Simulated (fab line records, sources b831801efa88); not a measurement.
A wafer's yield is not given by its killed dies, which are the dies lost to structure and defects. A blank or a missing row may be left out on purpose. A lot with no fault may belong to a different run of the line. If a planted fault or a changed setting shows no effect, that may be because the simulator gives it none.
What tool caused it?    flow gf180mcu    11 lots, 32 wafers sampled, at 4 steps of a route of 602

## WHAT EACH GAUGE READ, for each wafer
GF_HV_LDD_THK_MEAS_57. Usual: HV_LDD_CVD_56_THK 90.0 nm, standard deviation 0.77.
lot   measured      on             HV_LDD_CVD_56_THK (nm)  flag
L778  day 12 12:08  film-metro-02  90.6 90.5 90.5          
L781  day 13 09:21  film-metro-03  89.3 89.7 89.6          
L787  day 15 15:10  film-metro-04  90.0 89.6 89.6          
L788  day 15 15:37  film-metro-03  90.7 90.4               
L795  day 18 08:53  film-metro-02  91.5 91.7 91.6          
L796  day 18 13:21  film-metro-02  89.7 90.0 90.1          
L797  day 18 23:43  film-metro-02  90.6 90.5 91.0          
L798  day 19 01:13  film-metro-02  89.3 89.0 89.3          
L799  day 19 11:09  film-metro-04  88.6 88.7 89.3          
L800  day 19 19:26  film-metro-04  90.5 89.4 90.6          
L801  day 20 07:10  film-metro-03  90.2 89.3 89.4          

GF_V5_BOW_MEAS_05. Usual: V5_BOW 132 um, standard deviation 9.2.
lot   measured      on             V5_BOW (um)        flag
L778  day 26 08:11  film-metro-02  128 116 140        
L781  day 27 04:37  film-metro-02  124 130 123        
L787  day 29 05:31  film-metro-01  130 137 133 - - -  
L788  day 29 09:08  film-metro-01  151 139 - -        
L795  day 31 12:35  film-metro-02  122 127 126        
L796  day 31 16:40  film-metro-03  134 135 129        
L797  day 31 22:12  film-metro-01  131 128 137        
L798  day 32 00:22  film-metro-02  132 120 129        
L799  day 32 07:32  film-metro-01  123 131 126        
L800  day 32 14:57  film-metro-01  135 125 120        
L801  day 32 20:22  film-metro-01  122 124 131        

## EACH LOT AND THE TOOL THAT RAN IT (in order: tool; ch and the chambers of the sampled wafers; start)
lot   GF_M2_METAL_ETCH_16                GF_V5_CMP_04
L778  rie-metal-02 ch 0,1, day 19 05:01  cmp-01 ch 1,2,3, day 26 07:58
L781  rie-metal-01 ch 0,1, day 20 05:58  cmp-01 ch 0,1,2, day 27 04:25
L787  rie-metal-03 ch 0,1, day 22 17:23  cmp-01 ch 0,1, day 29 05:14
L788  rie-metal-02 ch 0,1, day 22 18:41  cmp-01 ch 1,3, day 29 08:50
L795  rie-metal-02 ch 0, day 25 09:17    cmp-01 ch 0,2,3, day 31 12:17
L796  rie-metal-01 ch 0,1, day 25 14:37  cmp-01 ch 0,1,2, day 31 16:25
L797  rie-metal-03 ch 0,1, day 25 20:52  cmp-02 ch 1,3, day 31 21:57
L798  rie-metal-02 ch 0,1, day 26 00:49  cmp-02 ch 0,1,3, day 32 00:04
L799  rie-metal-01 ch 0,1, day 26 10:07  cmp-01 ch 0,2,3, day 32 07:17
L800  rie-metal-01 ch 0,1, day 26 16:56  cmp-01 ch 0,2,3, day 32 14:46
L801  rie-metal-01 ch 0,1, day 27 02:30  cmp-01 ch 1,2, day 32 20:02
- GF_M2_METAL_ETCH_16: etches the open film in Cl2/BCl3, stops on SiO2, target depth 750.8 nm, time 125.1 s.
- GF_V5_CMP_04: polishes SiO2.

## WHAT THE TOOLS THEMSELVES READ (means of the sampled wafers that have a number; where no wafer has one, the mark that the record gives instead)
GF_M2_METAL_ETCH_16. Usual: drypump-motor-current-A 5.62 A, standard deviation 0.25; oes-product-au 0.989 a.u., standard deviation 0.0071; throttle-valve-pct 28.230 %, standard deviation 0.011.
lot   tool          drypump-motor-current-A (A)  oes-product-au (a.u.)  throttle-valve-pct (%)  flag
L778  rie-metal-02  5.58                         0.986                  28.244                  
L781  rie-metal-01  5.34                         0.992                  28.226                  
L787  rie-metal-03  5.84                         0.988                  28.226                  
L788  rie-metal-02  5.64                         0.982                  28.238                  
L795  rie-metal-02  5.45                         0.988                  28.235                  
L796  rie-metal-01  5.54                         0.996                  28.228                  
L797  rie-metal-03  5.73                         0.994                  28.219                  
L798  rie-metal-02  5.56                         0.979                  28.243                  
L799  rie-metal-01  5.53                         0.990                  28.223                  
L800  rie-metal-01  5.54                         0.991                  28.226                  
L801  rie-metal-01  5.55                         0.989                  28.223                  

GF_V5_CMP_04. Usual: motor-current-A 12.1 A, standard deviation 1.3.
lot   tool    motor-current-A (A)  flag
L778  cmp-01  12.5                 
L781  cmp-01  11.8                 
L787  cmp-01  13.0                 
L788  cmp-01  12.9                 
L795  cmp-01  11.4                 
L796  cmp-01  11.6                 
L797  cmp-02  12.3                 
L798  cmp-02  12.6                 
L799  cmp-01  11.3                 
L800  cmp-01  11.6                 
L801  cmp-01  11.4                 

## THE ANSWER, worked out from the rows above alone
Rule: lot off if the mean of its wafers having a number is beyond 3 standard deviations from the usual mean. Also off: a lot with no number at a reading for which 4 or more lots have one. The other lots that the step has rows for count as sound. First the gauges in route order, then the tools' own readings, where a lot's mean is used as printed above. The first step at which some lot is off is used, and at that step the reading that is off furthest; a lot without a number counts as furthest.
Across all readings shown, no lot is off: no conclusion can be drawn from this.

## WHAT WAS PUT IN BY THE SIMULATOR
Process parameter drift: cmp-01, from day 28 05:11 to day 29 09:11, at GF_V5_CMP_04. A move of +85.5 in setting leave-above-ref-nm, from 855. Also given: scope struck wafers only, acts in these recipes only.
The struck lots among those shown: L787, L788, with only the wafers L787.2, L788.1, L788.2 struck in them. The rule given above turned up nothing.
